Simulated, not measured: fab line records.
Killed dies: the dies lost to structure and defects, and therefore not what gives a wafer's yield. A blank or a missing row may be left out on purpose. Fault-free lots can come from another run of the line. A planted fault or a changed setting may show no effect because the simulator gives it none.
Which of the tools did it? ; flow gf180mcu ; Sampling: 13 lots, 39 wafers, 3 of 602 route steps

WHAT THE GAUGES READ, wafer by wafer
GF_M2_CD_MEAS_14: the cd target is 280 nm. Usual: 279.8 nm for cd nm, sd 1.2.
lot;measured;on;cd nm (nm);flag
L955;day 19 12:16;cd sem-01;280.2 280.6 280.8;
L957;day 20 00:46;cd sem-01;278.5 278.1 279.4;
L958;day 20 11:28;cd sem-01;278.7 277.9 279.2;
L959;day 20 17:42;cd sem-01;281.8 282.0 280.8;
L960;day 21 06:20;cd sem-01;279.1 281.0 279.1;
L961;day 21 13:55;cd sem-01;279.9 279.1 279.3;
L969;day 24 12:35;cd sem-02;277.9 278.3 278.2;
L971;day 25 02:05;cd sem-01;280.6 280.8 280.0;
L972;day 25 16:06;cd sem-01;278.6 279.5 278.4;
L973;day 25 18:56;cd sem-01;280.5 281.0 280.4;
L975;day 26 11:04;cd sem-01;277.7 277.6 277.2;
L977;day 26 22:20;cd sem-01;281.6 279.9 281.4;
L978;day 27 06:57;cd sem-02;280.5 279.1 279.1;

GF_V2_BOW_MEAS_05. Usual: V2_BOW 100 um, standard deviation 7.9.
lot;measured;on;V2_BOW (um);flag
L955;day 19 13:40;film metro-01;118 105 100;
L957;day 20 02:08;film metro-04;97 96 91;
L958;day 20 13:15;film metro-01;96 102 112;
L959;day 20 19:07;film metro-01;97 102 107;
L960;day 21 07:46;film metro-04;93 110 107;
L961;day 21 15:23;film metro-01;109 88 102;
L969;day 24 13:59;film metro-02;107 114 107;
L971;day 25 03:28;film metro-01;86 95 88;
L972;day 25 17:30;film metro-02;96 98 91;
L973;day 25 20:20;film metro-01;97 98 103;
L975;day 26 12:26;film metro-04;100 97 92;
L977;day 26 23:43;film metro-02;103 107 100;
L978;day 27 08:19;film metro-01;98 105 92;

WHICH TOOL RAN EACH LOT (tool, then ch and the chambers of the sampled wafers, then the start)
lot;GF_M2_SPUTTER_01
L955;pvd sputter-01, day 18 12:13
L957;pvd sputter-02, day 19 00:28
L958;pvd sputter-01, day 19 10:43
L959;pvd sputter-02, day 19 17:31
L960;pvd sputter-01, day 20 06:01
L961;pvd sputter-01, day 20 13:44
L969;pvd sputter-04, day 23 14:10
L971;pvd sputter-04, day 24 03:56
L972;pvd sputter-04, day 24 18:32
L973;pvd sputter-01, day 24 22:16
L975;pvd sputter-02, day 25 14:28
L977;pvd sputter-02, day 26 01:06
L978;pvd sputter-01, day 26 10:45
- GF_M2_SPUTTER_01: material TiN, target thk 30 nm, time 25 s.

WHAT THE TOOLS THEMSELVES READ (means of the sampled wafers that have a number; where no wafer has one, the mark that the record gives instead)
GF_M2_SPUTTER_01. Usual: 30.3 % for throttle valve pct, sd 1.1.
lot;tool;throttle valve pct (%);flag
L955;pvd sputter-01;30.1;
L957;pvd sputter-02;30.5;
L958;pvd sputter-01;30.3;
L959;pvd sputter-02;30.3;
L960;pvd sputter-01;29.5;
L961;pvd sputter-01;30.1;
L969;pvd sputter-04;30.5;
L971;pvd sputter-04;30.4;
L972;pvd sputter-04;30.4;
L973;pvd sputter-01;30.6;
L975;pvd sputter-02;30.8;
L977;pvd sputter-02;29.8;
L978;pvd sputter-01;30.4;

THE ANSWER, worked out from the rows above alone
Rule: a lot is off if the mean of its wafers that have a number lies more than 3 standard deviations from the usual mean. Also off: a lot with no number at a reading for which 4 or more lots have one. All remaining lots with rows at the step are treated as sound. Order of review: gauges by route order, followed by the tools' own readings, for which a lot's mean as printed above is used. At the first step where some lot is off, the reading lying furthest off is the one used; lots without a number count as furthest.
No lot is off at any reading shown: from this, nothing can be told.

WHAT THE SIMULATOR HAD INSERTED
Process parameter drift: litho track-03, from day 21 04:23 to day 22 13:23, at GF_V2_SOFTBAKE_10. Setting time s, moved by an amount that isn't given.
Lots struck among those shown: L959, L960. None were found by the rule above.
